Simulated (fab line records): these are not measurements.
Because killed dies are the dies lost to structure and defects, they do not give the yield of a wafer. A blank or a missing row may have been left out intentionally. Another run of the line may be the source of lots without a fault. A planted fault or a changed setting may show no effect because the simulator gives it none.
Chamber matching / flow sky130 / 4 sister chambers for SKY_LI_CONTACT_CMP_24 on cmp-01
The step polishes, stops on PSG, t overpolish 20 s, target thk 0 nm. 4 wafers are shown with their chamber, then 9 later ones without.

## WAFERS PAIRED WITH THEIR CHAMBERS
wafer=L397.2; chamber=2; motorCurrentA (A)=11.6
wafer=L400.4; chamber=1; motorCurrentA (A)=13.4
wafer=L400.5; chamber=0; motorCurrentA (A)=12.8
wafer=L400.6; chamber=3; motorCurrentA (A)=11.0

## WAFERS WITH NO CHAMBER GIVEN
wafer=L402.1; motorCurrentA (A)=11.9
wafer=L402.2; motorCurrentA (A)=12.4
wafer=L402.6; motorCurrentA (A)=11.7
wafer=L404.1; motorCurrentA (A)=11.6
wafer=L404.2; motorCurrentA (A)=12.5
wafer=L404.5; motorCurrentA (A)=12.6
wafer=L405.3; motorCurrentA (A)=10.1
wafer=L405.5; motorCurrentA (A)=13.4
wafer=L405.6; motorCurrentA (A)=10.0

## EACH ONE'S CHAMBER
wafer=L402.1; from the rows above=can't be placed: 2 or 0 or 3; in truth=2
wafer=L402.2; from the rows above=can't be placed: 0 or 2 or 1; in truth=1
wafer=L402.6; from the rows above=can't be placed: 2 or 3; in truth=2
wafer=L404.1; from the rows above=can't be placed: 2 or 3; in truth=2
wafer=L404.2; from the rows above=can't be placed: 0 or 1 or 2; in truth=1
wafer=L404.5; from the rows above=can't be placed: 0 or 1 or 2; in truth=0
wafer=L405.3; from the rows above=can't be placed: 3 or 2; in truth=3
wafer=L405.5; from the rows above=can't be placed: 1 or 0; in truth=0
wafer=L405.6; from the rows above=can't be placed: 3 or 2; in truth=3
Correctly placed: 0 of 9. Not placeable from these rows: 9 (in 9, the candidates include the true chamber). 0 placed wrongly.
How it was worked out, from the rows above alone: a wafer's distance from a chamber is the root of the sum, over the readings, of the square of ((its reading less the chamber's mean) divided by the reading's scatter). If the next closest chamber is less than 2 further off than the closest, the wafer can't be placed; otherwise it belongs to the closest. For every chamber, the mean is computed from those of its wafers that are shown. The scatter (one wafer shown for each chamber): square how far every hidden wafer sits from the nearest shown wafer, average those squares and take the square root.
